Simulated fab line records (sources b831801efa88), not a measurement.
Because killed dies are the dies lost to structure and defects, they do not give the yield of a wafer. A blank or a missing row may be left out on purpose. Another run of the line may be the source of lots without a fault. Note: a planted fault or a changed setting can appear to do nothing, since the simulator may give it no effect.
fab line records -- flow sky130
record: lots: 12, wafers: 36, last_day: 50
route steps=708 shown LOCAL_INTERCONNECT@402 VIA4@659 METAL5@665 PASSIVATION@692 PAD_OPEN@708
lots with no fault: from the same line, run without faults
start_h: the number of hours between the record's first day and the start of the first shown wafer of the lot -- wait_h: hours since the lot's step before -- " same as the row above -- L1.1+2: a row that stands for several wafers -- - no value present, or no start provided -- * or withheld: withheld -- < > ~ a bound
route shown NAME@n: NAME is a module with steps in the file, n the number in the route of the first one -- usual: the fault-free wafers' mean and standard deviation -- same: alike in all rows -- chamber/n: place in a boat -- sites: readings site by site -- _std_site: standard deviation across them -- _edge_site: outer sites' mean less inner sites' -- radius_mm: for every site, how far away it sits from the centre of the wafer -- mask NAME#n: copy n -- behind: the last tool/chamber to shape the wafer -- hold: what put the lot on hold/how long, in hours/how the hold closed -- device: names the non-switching transistor (n, p or np) -- end of line: tests of these same wafers at the route's end -- step lacking rows: just its recipe -- killed: not the wafer's yield, but the dies lost to structure and defects at the first sort -- map: per-die view of a wafer (x killed, . not killed, _ where there is no die)
set.NAME: the run value of the setting; set.NAME@STEP: its run value at that earlier step -- model.NAME: the simulator's own value behind a step, which no gauge read
route steps across a sampled set of lots; one table per step, one row per wafer
services: from which hour (start_h, from the record's first day; less than 0 if before it) a tool's chamber was out of use, for how many hours, and why
== steps ==
step: SKY_LOCAL_INTERCONNECT_STRIP_15
recipe: chemistry: O2/N2, power_w: 1400, pressure_mtorr: 1500, platen_temp_c: withheld, o2_flow_sccm: 3000, n2_flow_sccm: 300, overash_fraction: 0.5
usual: drypump_motor_current_A: 5.5/0.5, o2_flow_sccm: 3000/9.4, oes_product_au: 0.427/0.0048, strip_time_to_endpoint_s: 4.735/0.021
lot.wafer,tool,chamber,start_h,wait_h,drypump_motor_current_A,o2_flow_sccm,oes_product_au,rf_hours_counter_h,strip_time_to_endpoint_s
L308.2,plasma_asher-03,1,695.34,0.0,5.4,2989,0.425,98,4.694
L308.5,plasma_asher-03,0,695.34,0.0,5.4,3008,0.427,-,4.699
L308.6,plasma_asher-03,1,695.34,0.0,5.4,3000,0.425,-,4.729
L309.2,plasma_asher-03,0,702.09,0.0,5.4,2999,0.427,98,4.755
L309.4,plasma_asher-03,0,702.09,0.0,5.4,3001,0.421,-,4.751
L309.6,plasma_asher-03,1,702.09,0.0,5.3,3015,0.437,-,4.751
L310.1,plasma_asher-04,0,713.13,0.1,4.7,2995,0.431,28,4.756
L310.2,plasma_asher-04,1,713.13,0.1,5.8,2988,0.424,28,4.781
L310.3,plasma_asher-04,1,713.13,0.1,5.8,3004,0.432,-,4.757
L312.1,plasma_asher-02,1,747.81,0.0,6.0,3002,0.424,58,4.712
L312.4,plasma_asher-02,0,747.81,0.0,6.4,2999,0.424,-,4.723
L312.6,plasma_asher-02,0,747.81,0.0,6.4,2998,0.430,-,4.729
L317.2,plasma_asher-04,1,777.61,0.0,5.8,3008,0.425,34,4.763
L317.3,plasma_asher-04,0,777.61,0.0,4.7,2995,0.427,-,4.771
L317.5,plasma_asher-04,1,777.61,0.0,5.8,3001,0.432,-,4.778
L320.1,plasma_asher-04,0,800.34,0.0,4.7,3000,0.428,36,4.746
L320.2,plasma_asher-04,1,800.34,0.0,5.8,2996,0.425,36,4.751
L320.4,plasma_asher-04,1,800.34,0.0,5.8,3008,0.432,-,4.729
L321.1,plasma_asher-04,0,805.18,0.0,4.7,2999,0.438,37,4.742
L321.4,plasma_asher-04,1,805.18,0.0,5.8,3010,0.431,-,4.768
L321.5,plasma_asher-04,1,805.18,0.0,5.8,3009,0.426,-,4.762
L324.4,plasma_asher-02,1,823.97,0.1,6.0,3010,0.429,-,4.742
L324.5,plasma_asher-02,1,823.97,0.1,6.0,2995,0.429,-,4.734
L324.6,plasma_asher-02,0,823.97,0.1,6.4,3021,0.432,-,4.755
L326.3,plasma_asher-03,0,837.79,0.1,5.4,2994,0.426,-,4.708
L326.5,plasma_asher-03,1,837.79,0.1,5.3,2976,0.424,-,4.689
L326.6,plasma_asher-03,0,837.79,0.1,5.4,2990,0.423,-,4.709
L328.1,plasma_asher-03,0,851.46,0.0,5.4,2981,0.426,11,4.732
L328.2,plasma_asher-03,1,851.46,0.0,5.3,2997,0.427,11,4.689
L328.4,plasma_asher-03,0,851.46,0.0,5.4,2991,0.422,-,4.732
L329.1,plasma_asher-02,0,876.12,0.0,6.4,3000,0.425,70,4.752
L329.4,plasma_asher-02,1,876.12,0.0,6.0,2991,0.427,-,4.720
L329.5,plasma_asher-02,0,876.12,0.0,6.3,2999,0.427,-,4.732
L331.1,plasma_asher-04,0,880.22,0.0,4.7,3000,0.428,44,4.749
L331.4,plasma_asher-04,0,880.22,0.0,4.7,2991,0.435,-,4.744
L331.5,plasma_asher-04,1,880.22,0.0,5.8,3007,0.420,-,4.742
step: SKY_VIA4_THK_MEAS_20
recipe: thk_meas_gauge: xrf, reads: W_of_VIA4_CVD_18
usual: VIA4_W_THK: 513/6.2
lot.wafer,tool,chamber,start_h,wait_h,VIA4_W_THK[nm]
L308.2,film_metro-04,-,994.47,0.1,510
L308.5,film_metro-04,-,994.47,0.1,507
L308.6,film_metro-04,-,994.47,0.1,519
L309.2,film_metro-04,-,999.92,0.1,510
L309.4,film_metro-04,-,999.92,0.1,504
L309.6,film_metro-04,-,999.92,0.1,503
L310.1,film_metro-01,-,1009.42,0.1,506
L310.2,film_metro-01,-,1009.42,0.1,504
L310.3,film_metro-01,-,1009.42,0.1,505
L312.1,film_metro-03,-,1035.91,0.1,514
L312.4,film_metro-03,-,1035.91,0.1,518
L312.6,film_metro-03,-,1035.91,0.1,514
L317.2,film_metro-04,-,1060.87,0.1,513
L317.3,film_metro-04,-,1060.87,0.1,515
L317.5,film_metro-04,-,1060.87,0.1,521
L320.1,film_metro-04,-,1080.51,0.1,506
L320.2,film_metro-04,-,1080.51,0.1,514
L320.4,film_metro-04,-,1080.51,0.1,512
L321.1,film_metro-03,-,1082.33,0.1,519
L321.4,film_metro-03,-,1082.33,0.1,513
L321.5,film_metro-03,-,1082.33,0.1,514
L324.4,film_metro-03,-,1097.47,0.1,512
L324.5,film_metro-03,-,1097.47,0.1,507
L324.6,film_metro-03,-,1097.47,0.1,512
L326.3,film_metro-04,-,1107.42,0.1,508
L326.5,film_metro-04,-,1107.42,0.1,508
L326.6,film_metro-04,-,1107.42,0.1,514
L328.1,film_metro-03,-,1121.11,0.1,514
L328.2,film_metro-03,-,1121.11,0.1,511
L328.4,film_metro-03,-,1121.11,0.1,514
L329.1,film_metro-03,-,1139.21,0.1,519
L329.4,film_metro-03,-,1139.21,0.1,521
L329.5,film_metro-03,-,1139.21,0.1,519
L331.1,film_metro-03,-,1143.24,0.1,519
L331.4,film_metro-03,-,1143.24,0.1,521
L331.5,film_metro-03,-,1143.24,0.1,519
step: SKY_METAL5_SPUTTER_04
recipe: material: TiN, target_thk_nm: 70, power_w: 6500, time_s: 58.3, chamber_pressure_pa: 0.4
usual: cathode_dc_power_W: 6500.0/1.1, throttle_valve_pct: 29.6/0.84
lot.wafer,tool,chamber,start_h,wait_h,cathode_dc_power_W,throttle_valve_pct
L308.2,pvd_sputter-02,-,994.94,0.0,6500.2,28.5
L308.5,pvd_sputter-02,-,994.94,0.0,6501.1,29.6
L308.6,pvd_sputter-02,-,994.94,0.0,6498.8,31.4
L309.2,pvd_sputter-03,-,1000.38,0.0,6500.3,29.1
L309.4,pvd_sputter-03,-,1000.38,0.0,6499.7,29.2
L309.6,pvd_sputter-03,-,1000.38,0.0,6501.1,30.0
L310.1,pvd_sputter-03,-,1009.90,0.0,6500.1,29.1
L310.2,pvd_sputter-03,-,1009.90,0.0,6501.7,29.4
L310.3,pvd_sputter-03,-,1009.90,0.0,6501.2,29.0
L312.1,pvd_sputter-02,-,1036.38,0.0,6500.0,29.4
L312.4,pvd_sputter-02,-,1036.38,0.0,6499.3,29.6
L312.6,pvd_sputter-02,-,1036.38,0.0,6500.7,31.5
L317.2,pvd_sputter-01,-,1061.33,0.0,6500.6,28.9
L317.3,pvd_sputter-01,-,1061.33,0.0,6500.9,29.3
L317.5,pvd_sputter-01,-,1061.33,0.0,6501.7,29.2
L320.1,pvd_sputter-02,-,1080.99,0.0,6503.0,29.3
L320.2,pvd_sputter-02,-,1080.99,0.0,6499.1,31.6
L320.4,pvd_sputter-02,-,1080.99,0.0,6500.9,28.8
L321.1,pvd_sputter-02,-,1082.81,0.0,6500.2,31.6
L321.4,pvd_sputter-02,-,1082.81,0.0,6498.9,29.2
L321.5,pvd_sputter-02,-,1082.81,0.0,6500.7,29.8
L324.4,pvd_sputter-01,-,1099.49,0.0,6500.2,30.1
L324.5,pvd_sputter-01,-,1099.49,0.0,6499.6,28.7
L324.6,pvd_sputter-01,-,1099.49,0.0,6499.5,28.6
L326.3,pvd_sputter-01,-,1107.88,0.0,6500.7,29.0
L326.5,pvd_sputter-01,-,1107.88,0.0,6500.0,30.3
L326.6,pvd_sputter-01,-,1107.88,0.0,6499.2,29.0
L328.1,pvd_sputter-03,-,1121.58,0.0,6500.3,29.1
L328.2,pvd_sputter-03,-,1121.58,0.0,6500.7,29.6
L328.4,pvd_sputter-03,-,1121.58,0.0,6498.2,30.3
L329.1,pvd_sputter-02,-,1139.87,0.0,6500.2,31.4
L329.4,pvd_sputter-02,-,1139.87,0.0,6496.6,29.3
L329.5,pvd_sputter-02,-,1139.87,0.0,6500.3,28.7
L331.1,pvd_sputter-01,-,1143.72,0.0,6501.4,28.8
L331.4,pvd_sputter-01,-,1143.72,0.0,6501.3,30.3
L331.5,pvd_sputter-01,-,1143.72,0.0,6500.8,28.0
step: SKY_PASSIVATION_ETCH_11
recipe: chemistry: CF4/O2, target_depth_nm: 725, stop_on: AlCu, source_w: 800, bias_w: 150, pressure_mtorr: 150, cf4_flow_sccm: 80, O2_flow_sccm: 10, time_s: 161.1
usual: O2_flow_sccm: 10.00/0.031, bias_w: 150.0/0.43, drypump_motor_current_A: 5.7/0.33, oes_product_au: 0.980/0.0071, throttle_valve_pct: 5.965/0.0088
lot.wafer,tool,chamber,start_h,wait_h,O2_flow_sccm,bias_w,drypump_motor_current_A,oes_product_au,rf_hours_counter_h,throttle_valve_pct
L308.2,rie_diel-03,2,1040.74,-,9.98,149.8,5.7,0.978,11,5.954
L308.5,rie_diel-03,1,1040.74,-,10.04,150.6,5.5,0.979,-,5.976
L308.6,rie_diel-03,3,1040.74,-,10.05,150.1,5.8,0.988,-,5.975
L309.2,rie_diel-03,3,1045.87,-,9.99,150.1,5.8,0.978,20,5.958
L309.4,rie_diel-03,2,1045.87,-,10.01,150.2,5.7,0.990,11,5.971
L309.6,rie_diel-03,1,1045.87,-,9.94,149.3,5.5,0.983,-,5.964
L310.1,rie_diel-02,1,1054.15,-,9.97,149.3,5.5,0.960,23,5.957
L310.2,rie_diel-02,3,1054.15,-,10.00,150.2,5.6,0.974,29,5.944
L310.3,rie_diel-02,2,1054.15,-,10.01,150.3,6.5,0.981,20,5.972
L312.1,rie_diel-01,3,1080.32,-,10.00,149.7,5.5,0.975,27,5.971
L312.4,rie_diel-01,2,1080.32,-,9.98,150.0,5.6,0.977,18,5.961
L312.6,rie_diel-01,1,1080.32,-,9.97,150.1,5.5,0.970,-,5.965
L317.2,rie_diel-03,3,1102.94,-,9.99,149.9,5.8,0.988,21,5.974
L317.3,rie_diel-03,1,1102.94,-,10.05,150.2,5.5,0.989,15,5.960
L317.5,rie_diel-03,2,1102.94,-,10.03,150.0,5.7,0.989,-,5.970
L320.1,rie_diel-02,1,1122.60,-,9.97,150.1,5.5,0.991,26,5.979
L320.2,rie_diel-02,0,1122.60,-,10.00,149.7,5.5,0.973,3,5.971
L320.4,rie_diel-02,1,1122.60,-,10.02,150.6,5.6,0.993,-,5.963
L321.1,rie_diel-01,1,1123.99,-,10.01,150.1,5.6,0.978,25,5.954
L321.4,rie_diel-01,2,1123.99,-,9.97,149.9,5.6,0.978,19,5.970
L321.5,rie_diel-01,0,1123.99,-,9.98,150.7,5.3,0.987,-,5.967
L324.4,rie_diel-03,2,1139.55,-,10.05,149.7,5.7,0.982,14,5.979
L324.5,rie_diel-03,3,1139.55,-,10.00,150.6,5.8,0.996,-,5.980
L324.6,rie_diel-03,2,1139.55,-,10.03,149.6,5.7,0.983,-,5.959
L326.3,rie_diel-01,3,1146.42,-,9.99,150.1,5.5,0.968,30,5.967
L326.5,rie_diel-01,2,1146.42,-,10.02,150.0,5.6,0.979,-,5.952
L326.6,rie_diel-01,3,1146.42,-,10.00,150.5,5.5,0.973,-,5.952
L328.1,rie_diel-01,0,1158.77,-,9.94,149.6,5.3,0.981,26,5.975
L328.2,rie_diel-01,3,1158.77,-,10.03,150.2,5.5,0.971,31,5.977
L328.4,rie_diel-01,1,1158.77,-,9.96,149.7,5.5,0.992,26,5.965
L329.1,rie_diel-03,2,1175.42,-,10.00,150.0,5.7,0.970,15,5.963
L329.4,rie_diel-03,0,1175.42,-,10.02,150.6,6.0,0.980,12,5.967
L329.5,rie_diel-03,2,1175.42,-,10.02,150.4,5.7,0.975,-,5.976
L331.1,rie_diel-03,2,1177.77,-,10.05,150.0,5.7,0.974,15,5.975
L331.4,rie_diel-03,3,1177.77,-,9.99,150.4,5.8,0.978,24,5.966
L331.5,rie_diel-03,0,1177.77,-,10.03,150.2,6.0,0.973,-,5.963
step: SKY_PAD_OPEN_PROBE_99
usual: killed_at_M0_to_M3: 44/6.9, killed_at_M4_up: 3.0/1.5, killed_at_contacts: 24/5.2, killed_at_front_end: 15/4.1, killed_at_other: 0.4/0.62, killed_dies: 87/9.6, killed_open: 47/7, killed_short: 40/6.2
same: gross_dies: 492, killed_at_back_side: 0
lot.wafer,tool,chamber,start_h,wait_h,killed_at_M0_to_M3,killed_at_M4_up,killed_at_contacts,killed_at_front_end,killed_at_other,killed_dies,killed_open,killed_short
L320.1,prober-01,-,1143.70,0.1,39,2,67,13,0,121,45,34
L320.2,prober-01,-,1143.75,0.1,41,2,66,12,0,121,46,32
L320.4,prober-01,-,1143.85,0.2,39,3,86,7,0,135,40,39
L321.1,prober-02,-,1144.72,0.1,49,4,62,17,0,132,51,44
L321.4,prober-02,-,1144.87,0.2,53,5,66,21,0,145,54,47
L321.5,prober-02,-,1144.92,0.2,49,2,61,14,0,126,51,35
killed by level:class
L320.1 LOCAL_INTERCONNECT:unspecified=42 VIA1:geometric_particle:open=10 CONTACT:geometric_particle:open=8 LI_CONTACT:geometric_particle:short=6 METAL1:geometric_particle:short=6 VIA2:geometric_particle:open=6 LI_CONTACT:geometric_particle:open=5 METAL2:geometric_particle:short=5
L320.2 LOCAL_INTERCONNECT:unspecified=43 LI_CONTACT:geometric_particle:open=11 FIELD_ISO:geometric_particle:open=7 METAL1:geometric_particle:short=7 VIA1:geometric_particle:open=7 VIA2:geometric_particle:open=6 CONTACT:geometric_particle:open=4 METAL1:geometric_particle:open=4
L320.4 LOCAL_INTERCONNECT:unspecified=56 CONTACT:geometric_particle:open=9 LI_CONTACT:geometric_particle:open=8 VIA1:geometric_particle:open=8 METAL2:geometric_particle:short=6 VIA2:geometric_particle:open=6 LOCAL_INTERCONNECT:geometric_particle:short=5 CONTACT:geometric_particle:short=5
L321.1 LOCAL_INTERCONNECT:unspecified=37 VIA1:geometric_particle:open=13 CONTACT:geometric_particle:open=11 VIA2:geometric_particle:open=7 CONTACT:geometric_particle:short=6 VIA1:geometric_particle:short=6 VIA2:geometric_particle:short=5 POLY_GATE:geometric_particle:short=5
L321.4 LOCAL_INTERCONNECT:unspecified=44 VIA1:geometric_particle:open=16 METAL2:geometric_particle:short=7 FIELD_ISO:geometric_particle:open=6 VIA2:geometric_particle:open=6 VIA3:geometric_particle:open=6 CONTACT:geometric_particle:short=5 CONTACT:geometric_particle:open=5
L321.5 LOCAL_INTERCONNECT:unspecified=40 VIA1:geometric_particle:open=16 CONTACT:geometric_particle:open=9 LI_CONTACT:geometric_particle:open=7 VIA2:geometric_particle:open=7 VIA1:geometric_particle:short=5 METAL3:geometric_particle:short=5 VIA3:geometric_particle:short=5
== services ==
tool,chamber,start_h,hours,kind
pvd_sputter-02,-,707.10,13.6,repair
plasma_asher-04,-,729.30,8.3,repair
plasma_asher-03,-,733.75,9.0,pm
rie_diel-03,3,750.12,13.1,repair
rie_diel-03,2,769.49,6.9,repair
rie_diel-03,-,793.43,4.3,pm
rie_diel-01,-,794.66,0.3,repair
rie_diel-01,0,804.37,5.6,repair
rie_diel-03,-,808.04,0.5,repair
rie_diel-03,2,865.34,3.5,repair
plasma_asher-04,-,869.92,5.3,repair
rie_diel-03,1,906.54,17.6,repair
pvd_sputter-02,-,997.43,3.8,repair
rie_diel-03,0,1008.05,2.7,repair
rie_diel-03,0,1031.95,13.6,repair
rie_diel-03,1,1053.88,2.4,repair
rie_diel-03,-,1078.52,2.8,pm
plasma_asher-04,-,1099.82,2.6,repair
pvd_sputter-02,-,1123.89,5.4,repair
plasma_asher-04,-,1129.95,7.2,repair
rie_diel-03,2,1134.01,1.2,repair
pvd_sputter-02,-,1147.35,1.1,repair
rie_diel-03,2,1156.90,13.6,repair
plasma_asher-04,-,1177.14,2.8,pm
== key ==
first_sign: step: SKY_PAD_OPEN_PROBE_99, reading: killed_at_contacts, direction: up, sigmas: 8.3, usual: 24, struck: 68
effect: step: SKY_PAD_OPEN_PROBE_99, reading: killed_dies, direction: up, sigmas: 4.5, usual: 87, struck: 130
met_at SKY_LOCAL_INTERCONNECT_STRIP_15
struck_lots L320,L321
tester_left_out L320,L321
not_acting_at SKY_VIA4_THK_MEAS_20,SKY_METAL5_SPUTTER_04,SKY_PASSIVATION_ETCH_11
onset_between 777.61 800.34
fault: kind: chamber_particle_source, tool: plasma_asher-04, chamber: -, onset_h: 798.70, steps: SKY_LOCAL_INTERCONNECT_STRIP_15, rate_per_visit_cm2: 0.49448, end_h: 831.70
tester_left_out: of these lots the tester's yield and bins aren't shown, on N5 and GAA mostly nor the transistor test; their killed dies are dies lost to structure and defects alone, not to doping, threshold or leakage, so they don't give the yield
